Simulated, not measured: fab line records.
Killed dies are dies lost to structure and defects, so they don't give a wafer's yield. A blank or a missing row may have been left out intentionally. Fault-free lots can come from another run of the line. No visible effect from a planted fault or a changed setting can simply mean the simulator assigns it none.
A lot that was struck, set against a sound lot + flow sfq_line + 13 steps out of a route of 325
Sound: wafers L100.2, L100.5, L100.6. Struck: wafers L116.3, L116.4, L116.6. Last of all comes the cause.
Order at every step that has rows: each side's tool, ch and its chambers, its first start. Under that, the readings that differ: sound wafers + struck wafers + difference of the means + sigmas: that difference in standard deviations of wafers without a fault.
alike: same words and numbers on both sides, and readings whose means sit less than 2 such deviations apart. not compared: any withheld reading, any reading some wafer has no value for, any bound like >300 that may hide the same value, and any number with overlapping values for which the record gives no deviation.
Wherever a step has rows on one side only, a row that says differs or no value, or a row with sigmas, the two part there. When numbers do not overlap yet have no deviation, they are printed without sigmas and do not part them. A reading that every wafer of one side lacks parts them only if that side has two wafers or more.

first, 1 step without rows for these wafers: SFQ_TRILAYER_M4_DEP_PRE_CLEAN_092 (time 22.5 s).
SFQ_TRILAYER_M4_DEP_SPUTTER_091: material Nb, target thk 200 nm, time 133.3 s.
  sound on pvd_sputter-05, day 32 07:58; struck on pvd_sputter-03, day 37 22:25
  alike: throttle_valve_pct
SFQ_M4_RS_MEAS_924: measures by four-point-probe.
  sound on film_metro-04, day 32 08:05; struck on film_metro-04, day 37 22:33
  alike: M4_NB_RS
then, 6 steps without rows for these wafers: SFQ_TRILAYER_M4_LITHO_COAT_098 (resist thk 62 nm); SFQ_TRILAYER_M4_LITHO_COAT_093 (resist thk 600 nm); SFQ_TRILAYER_M4_LITHO_SOFTBAKE_097; SFQ_TRILAYER_M4_LITHO_EXPOSE_094 (exposes mask M4, target cd 500 nm); SFQ_TRILAYER_M4_LITHO_PEB_096 (peb time 60 s); SFQ_TRILAYER_M4_LITHO_DEVELOP_095 (time 60 s).
SFQ_M4_OVL_MEAS_926:
  sound on overlay-02, day 34 22:10; struck on overlay-01, day 39 11:39
  alike: M4_OVL
SFQ_TRILAYER_M4_BARC_OPEN_METAL_ETCH_123: etches BARC in O2, target depth 125 nm, time 41.7 s.
  sound on rie_metal-03 ch 0,1, day 34 22:11; struck on rie_metal-03 ch 0,1, day 39 11:41
  alike: drypump_motor_current_A, oes_product_au, rf_fwd_power_W, run_length_s
  not compared: rf_hours_counter_h
SFQ_TRILAYER_M4_ETCH_METAL_ETCH_096: etches Nb in Cl2/Ar, stops on SiO2, target depth 240 nm, time 120 s.
  sound on rie_metal-03 ch 0,1, day 34 22:15; struck on rie_metal-03 ch 0,1, day 39 11:47
| reading                                             | sound                | struck               | difference                    | sigmas |
|-----------------------------------------------------|----------------------|----------------------|-------------------------------|--------|
| oes_product_au (a.u.)                               | 0.889 0.889 0.887    | 1.008 0.991 1.001    | +0.112                        | +13    |
| rf_fwd_power_W (W)                                  | 595.3 597.6 595.6    | - - -                | no value on the struck wafers |        |
| run_length_s (s)                                    | 148.43 148.15 148.19 | 132.88 132.85 132.58 | -15.49                        | -62    |
| model.KrF_of_TRILAYER_M4_LITHO_COAT_093.thk_nm (nm) | 387.2 386.9 381.9    | 400.9 404.9 399.8    | +16.5                         |        |
  alike: drypump_motor_current_A
  not compared: rf_hours_counter_h
SFQ_TRILAYER_M4_STRIP_STRIP_097: strips in O2.
  sound on rie_metal-03 ch 0,1, day 34 22:23; struck on rie_metal-03 ch 0,1, day 39 12:04
  alike: drypump_motor_current_A, oes_product_au
  not compared: rf_hours_counter_h

## WHERE THEY PART
At SFQ_TRILAYER_M4_ETCH_METAL_ETCH_096 and nowhere else, as far as this record goes. Later steps at which nothing parts them and some readings are alike: SFQ_TRILAYER_M4_STRIP_STRIP_097.

WHY: the cause the simulator had injected
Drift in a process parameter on rie_metal-03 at SFQ_TRILAYER_M4_ETCH_METAL_ETCH_096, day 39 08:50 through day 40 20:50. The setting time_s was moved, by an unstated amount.
